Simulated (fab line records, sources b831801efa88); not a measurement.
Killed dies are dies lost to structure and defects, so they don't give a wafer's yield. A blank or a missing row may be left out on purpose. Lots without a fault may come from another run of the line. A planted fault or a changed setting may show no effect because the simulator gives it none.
Which tool did it? | flow sfq_line | 14 lots, 42 wafers sampled, at 2 steps of a route of 325

WHAT THE GAUGES READ, wafer by wafer
The record holds no reading of a measuring or inspecting step that can be judged against a usual standard deviation.

WHICH TOOL RAN EACH LOT (tool, then ch and the chambers of the sampled wafers, then the start)
lot  | SFQ_TRILAYER_L0_VIA_LITHO_COAT_018 | SFQ_TRILAYER_L0_VIA_BARC_OPEN_VIA_ETCH_021
L884 | litho_track-01 ch 0, day 4 10:25   | rie_diel-01 ch 0,1, day 7 12:29
L885 | litho_track-01 ch 0, day 4 18:49   | rie_diel-01 ch 0,1,3, day 7 21:53
L888 | litho_track-02 ch 0, day 5 12:19   | rie_diel-04 ch 0,1,2, day 9 02:36
L889 | litho_track-02 ch 0, day 5 17:11   | rie_diel-03 ch 0,1,2, day 9 11:00
L891 | litho_track-02 ch 0, day 6 02:43   | rie_diel-01 ch 0,2,3, day 10 02:31
L892 | litho_track-02 ch 0, day 6 09:46   | rie_diel-01 ch 1,2, day 10 13:19
L897 | litho_track-03 ch 0, day 7 07:23   | rie_diel-01 ch 0,2,3, day 11 18:07
L899 | litho_track-01 ch 0, day 7 21:44   | rie_diel-01 ch 0,2,3, day 12 08:38
L900 | litho_track-01 ch 0, day 8 02:24   | rie_diel-04 ch 1,2,3, day 12 15:38
L901 | litho_track-03 ch 0, day 8 09:34   | rie_diel-04 ch 0,1,3, day 13 00:02
L902 | litho_track-03 ch 0, day 8 19:07   | rie_diel-04 ch 1,3, day 13 10:37
L905 | litho_track-01 ch 0, day 9 16:44   | rie_diel-04 ch 0,1,2, day 14 05:49
L906 | litho_track-01 ch 0, day 10 04:36  | rie_diel-04 ch 0,1,3, day 14 21:20
L907 | litho_track-03 ch 0, day 10 12:01  | rie_diel-03 ch 0,1,2, day 15 02:08
- SFQ_TRILAYER_L0_VIA_LITHO_COAT_018: resist thk 62 nm.
- SFQ_TRILAYER_L0_VIA_BARC_OPEN_VIA_ETCH_021: etches BARC in O2, target depth 125 nm, time 41.7 s.

WHAT THE TOOLS THEMSELVES READ (means of the sampled wafers that have a number; where no wafer has one, the mark that the record gives instead)
SFQ_TRILAYER_L0_VIA_BARC_OPEN_VIA_ETCH_021.
lot  | tool        | bias_w (W) | drypump_motor_current_A (A) | oes_product_au (a.u.)
L884 | rie_diel-01 | 79.81      | 5.0                         | 0.683
L885 | rie_diel-01 | 80.02      | 5.6                         | 0.684
L888 | rie_diel-04 | 80.05      | 5.4                         | 0.686
L889 | rie_diel-03 | 80.00      | 6.1                         | 0.686
L891 | rie_diel-01 | 79.99      | 6.2                         | 0.695
L892 | rie_diel-01 | 79.98      | 6.1                         | 0.690
L897 | rie_diel-01 | 80.05      | 6.3                         | 0.682
L899 | rie_diel-01 | 79.82      | 6.2                         | 0.685
L900 | rie_diel-04 | 80.04      | 5.8                         | 0.687
L901 | rie_diel-04 | 79.82      | 5.8                         | 0.682
L902 | rie_diel-04 | 79.90      | 5.7                         | 0.685
L905 | rie_diel-04 | 79.95      | 5.4                         | 0.684
L906 | rie_diel-04 | 79.83      | 5.7                         | 0.686
L907 | rie_diel-03 | 79.93      | 6.1                         | 0.683

THE ANSWER, worked out from the rows above alone
Rule: what is usual is taken from the lots themselves. Put in order of their means at a reading, lots are off if they are a third of the lots or fewer, leave a main group of 4 or more, and stand apart from it by a gap of 3 or more times the standard deviation of the main group's means; of several such gaps the widest counts. A main group whose means are all the same, to the digits that the tables above print for the reading, isn't used. A lot without any number at a reading at which 4 lots or more have one is off too. The other lots that the step has rows for count as sound. The gauges are gone through in route order, then the tools' own readings, and for those a lot's mean is taken as printed above. The first step at which some lot is off is used, and at that step the reading that is off furthest; a lot without a number counts as furthest.
No lot is off at any reading shown: from this, nothing can be told.

WHAT THE SIMULATOR HAD PUT IN
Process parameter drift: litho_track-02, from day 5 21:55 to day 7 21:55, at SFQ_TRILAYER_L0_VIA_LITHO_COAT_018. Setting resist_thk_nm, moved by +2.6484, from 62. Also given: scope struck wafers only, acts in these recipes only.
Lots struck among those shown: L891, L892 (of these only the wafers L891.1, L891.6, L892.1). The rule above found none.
